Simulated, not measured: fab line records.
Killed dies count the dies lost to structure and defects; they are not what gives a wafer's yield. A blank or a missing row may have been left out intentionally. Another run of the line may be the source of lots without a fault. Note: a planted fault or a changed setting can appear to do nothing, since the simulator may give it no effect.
fab line records -- flow sky130
record lots=5, wafers=15, last-day=50
route steps=708 shown VIA2@515 METAL3@532 CAPM@537
lots with no fault: from the same line, run without faults
start-h: the number of hours between the record's first day and the start of the first shown wafer of the lot -- wait-h: time in hours since the lot's previous step -- " repeats the value in the row above -- L1.1+2: several wafers, shown together as one row -- - no value, or no start given -- * or withheld: withheld -- < > ~ a bound
route shown NAME@n: names a module that has steps shown in the file, with the first one's number in the route -- usual: average and standard deviation across the fault-free wafers -- same: alike in all rows -- chamber/n: place in a boat -- sites: per-site readings -- _std_site: standard deviation across them -- _edge_site: mean of outer sites minus mean of inner sites -- radius-mm: for every site, how far away it sits from the centre of the wafer -- mask NAME#n: copy n -- behind: tool/chamber where the wafer was last shaped -- hold: reason for holding the lot/hours on hold/outcome of the hold -- device: whichever transistor did not switch (one of n, p or np) -- end of line: the same wafers' tests at the end of the route -- a step given without rows: its recipe and nothing more -- killed: count of dies lost to structure and defects at first sort (not the wafer's yield) -- map: a wafer's dies, marking killed ones x, the rest . and places with no die _
set.NAME: the run value of the setting; set.NAME@STEP: its run value at that earlier step -- model.NAME: the simulator's own value behind a step, which no gauge read
lots at some steps of the route; a table a step, a row a wafer
services: the hour from which a tool's chamber was out of use, counted from the record's first day as start-h (under 0 if before that day), plus the number of hours and why
## steps
# step SKY_VIA2_SOFTBAKE_08
# recipe temp-c=100, time-s=90, resist=KrF-thick
# usual exhaust-pa=45.1/0.85, heater-power-total-W=57.38/0.11
lot.wafer,tool,chamber,start-h,wait-h,exhaust-pa,heater-power-total-W
L077.1,litho-track-02,0,-,-,44.5,57.32
L077.3,litho-track-02,0,-,-,45.3,57.31
L077.6,litho-track-02,0,-,-,45.1,57.25
L079.2,litho-track-02,0,-,-,44.8,57.34
L079.3,litho-track-02,0,-,-,44.8,57.14
L079.4,litho-track-02,0,-,-,44.7,57.47
L084.1,litho-track-03,0,-,-,45.5,57.32
L084.2,litho-track-03,0,-,-,45.0,57.24
L084.4,litho-track-03,0,-,-,45.5,57.39
L090.2,litho-track-01,0,-,-,44.4,57.19
L090.3,litho-track-01,0,-,-,46.1,57.42
L090.6,litho-track-01,0,-,-,46.4,57.43
L096.3,litho-track-02,0,-,-,43.9,57.50
L096.4,litho-track-02,0,-,-,44.9,57.45
L096.5,litho-track-02,0,-,-,44.8,57.53
# step SKY_VIA2_EXPOSE_09
# recipe mask-id=VIM2, na=0.8, source-shape=annular, sigma-inner=0.55, sigma-outer=0.85, target-cd-nm=200, dose-mj=38
# same na=0.8, sigma-inner=0.55, sigma-outer=0.85
lot.wafer,tool,chamber,start-h,wait-h,mask
L077.1+3+6,krf-scanner-01,0,-,-,VIM2#0
L079.2+3+4,krf-scanner-02,0,-,-,VIM2#0
L084.1+2+4,krf-scanner-02,0,-,-,VIM2#0
L090.2+3+6,krf-scanner-01,0,-,-,VIM2#0
L096.3+4+5,krf-scanner-01,0,-,-,VIM2#0
# step SKY_VIA2_PEB_10
# recipe peb-temp-c=withheld, peb-time-s=withheld, resist=KrF-thick
# usual exhaust-pa=45.0/0.9
lot.wafer,tool,chamber,start-h,wait-h,exhaust-pa
L077.1,litho-track-03,0,-,-,46.9
L077.3,litho-track-03,0,-,-,45.2
L077.6,litho-track-03,0,-,-,45.2
L079.2,litho-track-01,0,-,-,44.8
L079.3,litho-track-01,0,-,-,46.5
L079.4,litho-track-01,0,-,-,46.9
L084.1,litho-track-01,0,-,-,44.1
L084.2,litho-track-01,0,-,-,43.8
L084.4,litho-track-01,0,-,-,44.1
L090.2,litho-track-01,0,-,-,44.6
L090.3,litho-track-01,0,-,-,45.6
L090.6,litho-track-01,0,-,-,45.4
L096.3,litho-track-01,0,-,-,44.3
L096.4,litho-track-01,0,-,-,46.2
L096.5,litho-track-01,0,-,-,44.6
# step SKY_VIA2_DEVELOP_11
# recipe develop-time-s=60, resist=KrF-thick, dev-temp-c=21
# usual exhaust-pa=45.1/0.93
lot.wafer,tool,chamber,start-h,wait-h,exhaust-pa
L077.1,litho-track-03,0,-,-,46.1
L077.3,litho-track-03,0,-,-,45.7
L077.6,litho-track-03,0,-,-,45.4
L079.2,litho-track-01,0,-,-,45.4
L079.3,litho-track-01,0,-,-,46.1
L079.4,litho-track-01,0,-,-,45.8
L084.1,litho-track-01,0,-,-,46.6
L084.2,litho-track-01,0,-,-,45.3
L084.4,litho-track-01,0,-,-,46.2
L090.2,litho-track-01,0,-,-,45.6
L090.3,litho-track-01,0,-,-,43.9
L090.6,litho-track-01,0,-,-,43.7
L096.3,litho-track-01,0,-,-,44.6
L096.4,litho-track-01,0,-,-,44.2
L096.5,litho-track-01,0,-,-,45.2
# step SKY_VIA2_CD_MEAS_12
# recipe target-cd-nm=200
# usual cd-nm=199.9/1.2
lot.wafer,tool,chamber,start-h,wait-h,cd-nm
L077.1,cd-sem-02,-,864.49,-,199.4
L077.3,cd-sem-02,-,864.49,-,200.2
L077.6,cd-sem-02,-,864.49,-,198.8
L079.2,cd-sem-02,-,893.60,-,199.5
L079.3,cd-sem-02,-,893.60,-,198.3
L079.4,cd-sem-02,-,893.60,-,199.9
L084.1,cd-sem-02,-,931.48,-,198.9
L084.2,cd-sem-02,-,931.48,-,198.6
L084.4,cd-sem-02,-,931.48,-,199.4
L090.2,cd-sem-02,-,975.60,-,199.6
L090.3,cd-sem-02,-,975.60,-,197.9
L090.6,cd-sem-02,-,975.60,-,199.3
L096.3,cd-sem-01,-,1003.72,-,199.4
L096.4,cd-sem-01,-,1003.72,-,197.6
L096.5,cd-sem-01,-,1003.72,-,198.9
# step SKY_VIA2_OVL_MEAS_13
# usual VIA2_OVL=-5/6.6
lot.wafer,tool,chamber,start-h,wait-h,VIA2_OVL[nm]
L077.1,overlay-02,-,864.61,0.1,-5
L077.3,overlay-02,-,864.61,0.1,-10
L077.6,overlay-02,-,864.61,0.1,-14
L079.2,overlay-01,-,893.71,0.1,-4
L079.3,overlay-01,-,893.71,0.1,-10
L079.4,overlay-01,-,893.71,0.1,-7
L084.1,overlay-02,-,931.60,0.1,-16
L084.2,overlay-02,-,931.60,0.1,-6
L084.4,overlay-02,-,931.60,0.1,-9
L090.2,overlay-01,-,975.71,0.1,-1
L090.3,overlay-01,-,975.71,0.1,4
L090.6,overlay-01,-,975.71,0.1,2
L096.3,overlay-01,-,1003.81,0.1,-8
L096.4,overlay-01,-,1003.81,0.1,-8
L096.5,overlay-01,-,1003.81,0.1,-10
# step SKY_VIA2_ETCH_14
# recipe chemistry=N2/H2, target=BARC, ion-energy-ev=200, source-w=500, bias-w=100, pressure-mtorr=30, n2-flow-sccm=100, h2-flow-sccm=200, stop-on=SiO2, time-s=45.9, target-depth-a=600
# usual drypump-motor-current-A=5.9/0.44, oes-product-au=0.853/0.0046, throttle-valve-pct=13.224/0.0088
lot.wafer,tool,chamber,start-h,wait-h,drypump-motor-current-A,oes-product-au,rf-hours-counter-h,throttle-valve-pct
L077.1,rie-diel-02,0,864.64,0.0,5.4,0.855,17,13.238
L077.3,rie-diel-02,1,864.64,0.0,5.8,0.863,15,13.220
L077.6,rie-diel-02,0,864.64,0.0,5.4,0.854,-,13.245
L079.2,rie-diel-01,1,893.74,0.0,5.7,0.852,15,13.230
L079.3,rie-diel-01,3,893.74,0.0,6.3,0.844,11,13.207
L079.4,rie-diel-01,2,893.74,0.0,6.3,0.852,-,13.222
L084.1,rie-diel-01,0,931.64,0.0,5.5,0.855,15,13.214
L084.2,rie-diel-01,1,931.64,0.0,5.7,0.857,17,13.230
L084.4,rie-diel-01,3,931.64,0.0,6.3,0.848,13,13.216
L090.2,rie-diel-02,3,975.74,0.0,6.4,0.859,25,13.221
L090.3,rie-diel-02,2,975.74,0.0,6.3,0.857,6,13.224
L090.6,rie-diel-02,1,975.74,0.0,5.8,0.848,-,13.214
L096.3,rie-diel-02,3,1003.84,0.0,6.4,0.852,26,13.228
L096.4,rie-diel-02,0,1003.84,0.0,5.4,0.855,-,13.212
L096.5,rie-diel-02,1,1003.84,0.0,5.8,0.849,-,13.233
# step SKY_VIA2_ETCH_15
# recipe target=SiO2, chemistry=C4F8/O2/Ar, target-depth-nm=546, stop-on=TiN, mask-material=KrF-thick, source-w=1500, bias-w=1200, pressure-mtorr=40, c4f8-flow-sccm=withheld, O2_flow_sccm=6, Ar_flow_sccm=300, time-s=84
# usual oes-product-au=0.939/0.0042
lot.wafer,tool,chamber,start-h,wait-h,oes-product-au,rf-hours-counter-h
L077.1,rie-diel-02,0,864.68,0.0,0.941,17
L077.3,rie-diel-02,1,864.68,0.0,0.941,15
L077.6,rie-diel-02,0,864.68,0.0,0.951,-
L079.2,rie-diel-01,1,893.78,0.0,0.941,15
L079.3,rie-diel-01,3,893.78,0.0,0.940,11
L079.4,rie-diel-01,2,893.78,0.0,0.945,-
L084.1,rie-diel-01,0,931.68,0.0,0.946,15
L084.2,rie-diel-01,1,931.68,0.0,0.935,17
L084.4,rie-diel-01,3,931.68,0.0,0.939,13
L090.2,rie-diel-02,3,975.78,0.0,0.936,25
L090.3,rie-diel-02,2,975.78,0.0,0.940,6
L090.6,rie-diel-02,1,975.78,0.0,0.940,-
L096.3,rie-diel-02,3,1003.88,0.0,0.941,26
L096.4,rie-diel-02,0,1003.88,0.0,0.936,-
L096.5,rie-diel-02,1,1003.88,0.0,0.943,-
# step SKY_VIA2_STRIP_16
# recipe chemistry=O2/N2, power-w=1400, pressure-mtorr=1500, platen-temp-c=withheld, o2-flow-sccm=3000, n2-flow-sccm=300, overash-fraction=0.5
# usual drypump-motor-current-A=5.4/0.39, oes-product-au=0.400/0.0049, strip-time-to-endpoint-s=4.084/0.028
lot.wafer,tool,chamber,start-h,wait-h,drypump-motor-current-A,oes-product-au,rf-hours-counter-h,strip-time-to-endpoint-s
L077.1,plasma-asher-04,0,864.75,0.0,5.0,0.403,102,4.086
L077.3,plasma-asher-04,0,864.75,0.0,4.9,0.402,-,4.114
L077.6,plasma-asher-04,0,864.75,0.0,5.0,0.402,-,4.084
L079.2,plasma-asher-04,1,893.84,0.0,5.8,0.393,105,4.035
L079.3,plasma-asher-04,1,893.84,0.0,5.9,0.393,-,4.062
L079.4,plasma-asher-04,0,893.84,0.0,5.0,0.395,-,4.084
L084.1,plasma-asher-01,0,931.74,0.0,5.4,0.403,77,4.140
L084.2,plasma-asher-01,1,931.74,0.0,5.8,0.395,77,4.073
L084.4,plasma-asher-01,0,931.74,0.0,5.4,0.391,-,4.082
L090.2,plasma-asher-01,0,975.84,0.0,5.3,0.400,81,4.086
L090.3,plasma-asher-01,1,975.84,0.0,5.8,0.399,-,4.092
L090.6,plasma-asher-01,1,975.84,0.0,5.8,0.402,-,4.099
L096.3,plasma-asher-02,1,1003.98,0.1,5.0,0.404,-,4.124
L096.4,plasma-asher-02,0,1003.98,0.1,5.0,0.394,-,4.073
L096.5,plasma-asher-02,1,1003.98,0.1,5.0,0.402,-,4.119
# step SKY_VIA2_STRIP_17
# recipe chemistry=post-etch-residue-remover, time-s=1200, temp-c=72.5
lot.wafer,tool,chamber,start-h,wait-h
L077.1+3+6,wet-bench-02,0,864.85,0.1
L079.2+3+4,wet-bench-02,3,893.94,0.1
L084.1+2+4,wet-bench-03,3,931.84,0.1
L090.2+3+6,wet-bench-02,0,975.94,0.1
L096.3+4+5,wet-bench-04,1,1004.04,0.0
# step SKY_VIA2_CLEAN_18
# recipe chemistry=IPA, time-s=180, temp-c=25
lot.wafer,tool,chamber,start-h,wait-h
L077.1+3+6,wet-bench-04,2,865.19,0.0
L079.2+3+4,wet-bench-04,1,894.28,0.0
L084.1+2+4,wet-bench-02,3,932.18,0.0
L090.2+3+6,wet-bench-03,2,976.28,0.0
L096.3+4+5,wet-bench-03,0,1004.38,0.0
# step SKY_VIA2_CLEAN_19
# recipe chemistry=O3/DIW, dry=n2-spin
lot.wafer,tool,chamber,start-h,wait-h
L077.1+3+6,wet-bench-02,1,865.25,0.0
L079.2+3+4,wet-bench-02,0,894.35,0.0
L084.1+2+4,wet-bench-04,3,932.24,0.0
L090.2+3+6,wet-bench-04,2,976.35,0.0
L096.3+4+5,wet-bench-04,2,1004.44,0.0
# step SKY_VIA2_SPUTTER_20
# recipe material=TiN, target-thk-nm=20, chamber-pressure-pa=5, power-w=4000, time-s=80
# usual throttle-valve-pct=30.0/0.99
lot.wafer,tool,chamber,start-h,wait-h,throttle-valve-pct
L077.1,pvd-sputter-04,-,865.34,0.0,30.6
L077.3,pvd-sputter-04,-,865.34,0.0,30.5
L077.6,pvd-sputter-04,-,865.34,0.0,30.5
L079.2,pvd-sputter-04,-,894.44,0.0,30.2
L079.3,pvd-sputter-04,-,894.44,0.0,28.6
L079.4,pvd-sputter-04,-,894.44,0.0,30.5
L084.1,pvd-sputter-03,-,932.33,0.0,31.9
L084.2,pvd-sputter-03,-,932.33,0.0,29.6
L084.4,pvd-sputter-03,-,932.33,0.0,29.4
L090.2,pvd-sputter-03,-,976.45,0.0,29.7
L090.3,pvd-sputter-03,-,976.45,0.0,31.8
L090.6,pvd-sputter-03,-,976.45,0.0,29.8
L096.3,pvd-sputter-03,-,1004.53,0.0,31.8
L096.4,pvd-sputter-03,-,1004.53,0.0,30.0
L096.5,pvd-sputter-03,-,1004.53,0.0,29.4
# step SKY_VIA2_CVD_21
# recipe material=W, target-thk-nm=420, time-s=126.4, temp-c=400, pressure-torr=40
# usual heater-power-w=893/64
lot.wafer,tool,chamber,start-h,wait-h,heater-power-w,since-wet-clean-h
L077.1,cvd-w-01,0,865.40,0.0,972,961
L077.3,cvd-w-01,1,865.40,0.0,977,-
L077.6,cvd-w-01,0,865.40,0.0,990,-
L079.2,cvd-w-01,0,894.50,0.0,982,991
L079.3,cvd-w-01,0,894.50,0.0,981,-
L079.4,cvd-w-01,1,894.50,0.0,964,-
L084.1,cvd-w-02,1,932.40,0.0,809,528
L084.2,cvd-w-02,0,932.40,0.0,926,528
L084.4,cvd-w-02,1,932.40,0.0,822,-
L090.2,cvd-w-01,0,976.51,0.0,941,59
L090.3,cvd-w-01,1,976.51,0.0,882,-
L090.6,cvd-w-01,1,976.51,0.0,889,-
L096.3,cvd-w-01,0,1004.64,0.1,941,-
L096.4,cvd-w-01,1,1004.64,0.1,872,-
L096.5,cvd-w-01,1,1004.64,0.1,864,-
# step SKY_VIA2_RS_MEAS_22
# recipe thk-meas-gauge=four-point-probe, reads=W_of_VIA2_CVD_21+TiN_of_VIA2_SPUTTER_20
# usual VIA2_W_RS=0.2707/0.003
lot.wafer,tool,chamber,start-h,wait-h,VIA2_W_RS[ohm/sq]
L077.1,film-metro-04,-,865.53,0.1,0.2753
L077.3,film-metro-04,-,865.53,0.1,0.2734
L077.6,film-metro-04,-,865.53,0.1,0.2770
L079.2,film-metro-02,-,894.65,0.1,0.2723
L079.3,film-metro-02,-,894.65,0.1,0.2761
L079.4,film-metro-02,-,894.65,0.1,0.2717
L084.1,film-metro-04,-,932.53,0.1,0.2717
L084.2,film-metro-04,-,932.53,0.1,0.2690
L084.4,film-metro-04,-,932.53,0.1,0.2730
L090.2,film-metro-03,-,976.66,0.1,0.2660
L090.3,film-metro-03,-,976.66,0.1,0.2724
L090.6,film-metro-03,-,976.66,0.1,0.2697
L096.3,film-metro-04,-,1004.77,0.1,0.2731
L096.4,film-metro-04,-,1004.77,0.1,0.2734
L096.5,film-metro-04,-,1004.77,0.1,0.2724
# step SKY_VIA2_THK_MEAS_23
# recipe thk-meas-gauge=xrf, reads=W_of_VIA2_CVD_21
# usual VIA2_W_THK=426/5.5
lot.wafer,tool,chamber,start-h,wait-h,VIA2_W_THK[nm]
L077.1,film-metro-04,-,865.65,0.1,420
L077.3,film-metro-04,-,865.65,0.1,420
L077.6,film-metro-04,-,865.65,0.1,413
L079.2,film-metro-02,-,894.76,0.1,431
L079.3,film-metro-02,-,894.76,0.1,425
L079.4,film-metro-02,-,894.76,0.1,430
L084.1,film-metro-04,-,932.65,0.1,424
L084.2,film-metro-04,-,932.65,0.1,428
L084.4,film-metro-04,-,932.65,0.1,421
L090.2,film-metro-03,-,976.77,0.1,432
L090.3,film-metro-03,-,976.77,0.1,420
L090.6,film-metro-03,-,976.77,0.1,424
L096.3,film-metro-04,-,1004.87,0.1,417
L096.4,film-metro-04,-,1004.87,0.1,418
L096.5,film-metro-04,-,1004.87,0.1,420
# step SKY_VIA2_CMP_24
# recipe stop-on=SiO2, t-overpolish-s=20, down-force-psi=3.5, platen-rpm=60, target-thk-nm=0, pad-velocity-m-s=0.94248
# usual edge-zone-pressure-frac=0.999/0.0058, motor-current-A=10.9/1.3, overpolish-run-s=20.000/0.0095, time-to-endpoint-s=102/4.3
lot.wafer,tool,chamber,start-h,wait-h,edge-zone-pressure-frac,motor-current-A,overpolish-run-s,time-to-endpoint-s
L077.1,cmp-01,2,865.81,0.1,0.995,11.3,20.012,100
L077.3,cmp-01,3,865.81,0.1,0.996,10.0,20.005,102
L077.6,cmp-01,0,865.81,0.1,0.996,13.3,19.991,106
L079.2,cmp-02,1,894.81,0.0,0.992,10.5,20.009,101
L079.4,cmp-02,2,894.81,0.0,0.994,9.0,20.013,100
L079.3,cmp-02,3,894.81,0.0,1.009,11.0,19.999,98
L084.1,cmp-02,0,932.98,0.3,0.997,13.0,19.995,101
L084.4,cmp-02,2,932.98,0.3,0.999,9.6,20.005,104
L084.2,cmp-02,3,932.98,0.3,0.989,10.8,20.000,100
L090.3,cmp-02,0,976.82,0.0,1.000,12.6,19.996,103
L090.2,cmp-02,1,976.82,0.0,1.009,10.6,19.998,100
L090.6,cmp-02,0,976.82,0.0,1.000,12.6,20.013,105
L096.4,cmp-02,2,1004.96,0.1,1.007,8.6,20.009,98
L096.3,cmp-02,3,1004.96,0.1,1.002,11.2,20.016,97
L096.5,cmp-02,2,1004.96,0.1,1.004,9.0,19.995,99
# step SKY_METAL3_SPUTTER_00
# recipe material=Ti, target-thk-nm=15, power-w=3000, time-s=10, chamber-pressure-pa=0.4
# usual throttle-valve-pct=30.0/0.97
lot.wafer,tool,chamber,start-h,wait-h,throttle-valve-pct
L077.1,pvd-sputter-01,-,866.01,0.1,29.5
L077.3,pvd-sputter-01,-,866.01,0.1,31.3
L077.6,pvd-sputter-01,-,866.01,0.1,30.0
L079.2,pvd-sputter-01,-,895.11,0.2,29.5
L079.3,pvd-sputter-01,-,895.11,0.2,29.6
L079.4,pvd-sputter-01,-,895.11,0.2,29.7
L084.1,pvd-sputter-03,-,933.28,0.2,29.8
L084.2,pvd-sputter-03,-,933.28,0.2,31.9
L084.4,pvd-sputter-03,-,933.28,0.2,29.4
L090.2,pvd-sputter-01,-,977.12,0.2,31.3
L090.3,pvd-sputter-01,-,977.12,0.2,29.5
L090.6,pvd-sputter-01,-,977.12,0.2,31.3
L096.3,pvd-sputter-04,-,1005.21,0.1,30.5
L096.4,pvd-sputter-04,-,1005.21,0.1,28.5
L096.5,pvd-sputter-04,-,1005.21,0.1,30.1
# step SKY_METAL3_SPUTTER_01
# recipe material=TiN, target-thk-nm=20, power-w=6500, time-s=16.7, chamber-pressure-pa=0.4
# usual throttle-valve-pct=30.0/0.97
lot.wafer,tool,chamber,start-h,wait-h,throttle-valve-pct
L077.1,pvd-sputter-01,-,866.03,0.0,29.6
L077.3,pvd-sputter-01,-,866.03,0.0,31.3
L077.6,pvd-sputter-01,-,866.03,0.0,29.5
L079.2,pvd-sputter-01,-,895.13,0.0,29.8
L079.3,pvd-sputter-01,-,895.13,0.0,29.4
L079.4,pvd-sputter-01,-,895.13,0.0,29.7
L084.1,pvd-sputter-03,-,933.30,0.0,29.8
L084.2,pvd-sputter-03,-,933.30,0.0,31.9
L084.4,pvd-sputter-03,-,933.30,0.0,29.5
L090.2,pvd-sputter-01,-,977.14,0.0,31.5
L090.3,pvd-sputter-01,-,977.14,0.0,29.6
L090.6,pvd-sputter-01,-,977.14,0.0,31.5
L096.3,pvd-sputter-04,-,1005.23,0.0,30.1
L096.4,pvd-sputter-04,-,1005.23,0.0,28.4
L096.5,pvd-sputter-04,-,1005.23,0.0,30.4
# step SKY_METAL3_SPUTTER_02
# recipe material=AlCu, target-thk-nm=735, power-w=10600, time-s=39.1, chamber-pressure-pa=0.4
# usual throttle-valve-pct=30.0/0.97
lot.wafer,tool,chamber,start-h,wait-h,throttle-valve-pct
L077.1,pvd-sputter-01,-,866.06,0.0,29.6
L077.3,pvd-sputter-01,-,866.06,0.0,31.3
L077.6,pvd-sputter-01,-,866.06,0.0,29.7
L079.2,pvd-sputter-01,-,895.16,0.0,29.5
L079.3,pvd-sputter-01,-,895.16,0.0,29.4
L079.4,pvd-sputter-01,-,895.16,0.0,29.7
L084.1,pvd-sputter-03,-,933.33,0.0,29.6
L084.2,pvd-sputter-03,-,933.33,0.0,32.1
L084.4,pvd-sputter-03,-,933.33,0.0,29.5
L090.2,pvd-sputter-01,-,977.17,0.0,31.4
L090.3,pvd-sputter-01,-,977.17,0.0,29.4
L090.6,pvd-sputter-01,-,977.17,0.0,31.3
L096.3,pvd-sputter-04,-,1005.25,0.0,30.6
L096.4,pvd-sputter-04,-,1005.25,0.0,28.5
L096.5,pvd-sputter-04,-,1005.25,0.0,30.3
# step SKY_METAL3_SPUTTER_03
# recipe material=Ti, target-thk-nm=5, power-w=3000, time-s=3.3, chamber-pressure-pa=0.4
# usual throttle-valve-pct=30.0/0.99
lot.wafer,tool,chamber,start-h,wait-h,throttle-valve-pct
L077.1,pvd-sputter-01,-,866.10,0.0,29.2
L077.3,pvd-sputter-01,-,866.10,0.0,31.6
L077.6,pvd-sputter-01,-,866.10,0.0,30.1
L079.2,pvd-sputter-01,-,895.20,0.0,29.3
L079.3,pvd-sputter-01,-,895.20,0.0,29.5
L079.4,pvd-sputter-01,-,895.20,0.0,29.7
L084.1,pvd-sputter-03,-,933.37,0.0,29.8
L084.2,pvd-sputter-03,-,933.37,0.0,32.1
L084.4,pvd-sputter-03,-,933.37,0.0,29.5
L090.2,pvd-sputter-01,-,977.21,0.0,31.5
L090.3,pvd-sputter-01,-,977.21,0.0,29.6
L090.6,pvd-sputter-01,-,977.21,0.0,31.6
L096.3,pvd-sputter-04,-,1005.29,0.0,30.4
L096.4,pvd-sputter-04,-,1005.29,0.0,28.7
L096.5,pvd-sputter-04,-,1005.29,0.0,30.3
# step SKY_METAL3_SPUTTER_04
# recipe material=TiN, target-thk-nm=70, power-w=6500, time-s=58.3, chamber-pressure-pa=0.4
# usual throttle-valve-pct=30.0/1
lot.wafer,tool,chamber,start-h,wait-h,throttle-valve-pct
L077.1,pvd-sputter-01,-,866.12,0.0,29.3
L077.3,pvd-sputter-01,-,866.12,0.0,31.6
L077.6,pvd-sputter-01,-,866.12,0.0,29.9
L079.2,pvd-sputter-01,-,895.22,0.0,29.6
L079.3,pvd-sputter-01,-,895.22,0.0,29.6
L079.4,pvd-sputter-01,-,895.22,0.0,29.8
L084.1,pvd-sputter-03,-,933.39,0.0,29.9
L084.2,pvd-sputter-03,-,933.39,0.0,32.1
L084.4,pvd-sputter-03,-,933.39,0.0,29.4
L090.2,pvd-sputter-01,-,977.22,0.0,31.4
L090.3,pvd-sputter-01,-,977.22,0.0,29.7
L090.6,pvd-sputter-01,-,977.22,0.0,31.0
L096.3,pvd-sputter-04,-,1005.31,0.0,30.6
L096.4,pvd-sputter-04,-,1005.31,0.0,28.4
L096.5,pvd-sputter-04,-,1005.31,0.0,30.0
# step SKY_CAPM_CVD_00
# recipe material=SiO2, target-thk-nm=15.5, temp-c=400, time-s=withheld, rf-w=450
# usual heater-power-w=688/110
lot.wafer,tool,chamber,start-h,wait-h,heater-power-w
L077.1,pecvd-02,0,866.17,0.0,635
L077.3,pecvd-02,2,866.17,0.0,807
L077.6,pecvd-02,2,866.17,0.0,803
L079.2,pecvd-04,0,895.27,0.0,546
L079.3,pecvd-04,1,895.27,0.0,605
L079.4,pecvd-04,1,895.27,0.0,616
L084.1,pecvd-02,1,933.44,0.0,848
L084.2,pecvd-02,0,933.44,0.0,561
L084.4,pecvd-02,1,933.44,0.0,853
L090.2,pecvd-01,1,977.27,0.0,846
L090.3,pecvd-01,2,977.27,0.0,709
L090.6,pecvd-01,0,977.27,0.0,766
L096.3,pecvd-01,2,1005.36,0.0,674
L096.4,pecvd-01,2,1005.36,0.0,667
L096.5,pecvd-01,0,1005.36,0.0,666
## services
tool,chamber,start-h,hours,kind
pvd-sputter-03,-,830.50,0.8,repair
cvd-w-01,-,834.73,0.8,repair
pvd-sputter-01,-,851.09,0.8,repair
rie-diel-01,2,854.35,3.8,repair
pvd-sputter-03,-,855.03,1.9,repair
rie-diel-02,-,855.19,0.4,repair
krf-scanner-01,-,880.52,3.6,pm
pvd-sputter-01,-,883.96,5.5,repair
pvd-sputter-01,-,886.09,6.2,repair
pvd-sputter-01,-,886.37,1.7,repair
rie-diel-01,0,889.51,15.0,repair
rie-diel-02,3,900.27,12.8,repair
cvd-w-01,-,904.00,14.0,pm
cmp-02,-,908.99,7.3,pm
cvd-w-01,-,918.00,14.6,pm
cmp-02,-,919.40,5.2,pm
krf-scanner-01,-,920.15,0.8,pm
cmp-02,-,924.57,4.0,pm
cmp-02,-,929.34,0.3,repair
wet-bench-03,-,937.39,3.4,repair
rie-diel-02,3,950.20,2.3,repair
pvd-sputter-03,-,975.62,0.7,repair
rie-diel-02,3,989.40,2.9,repair
rie-diel-02,2,1002.67,7.6,repair
## key
fault none
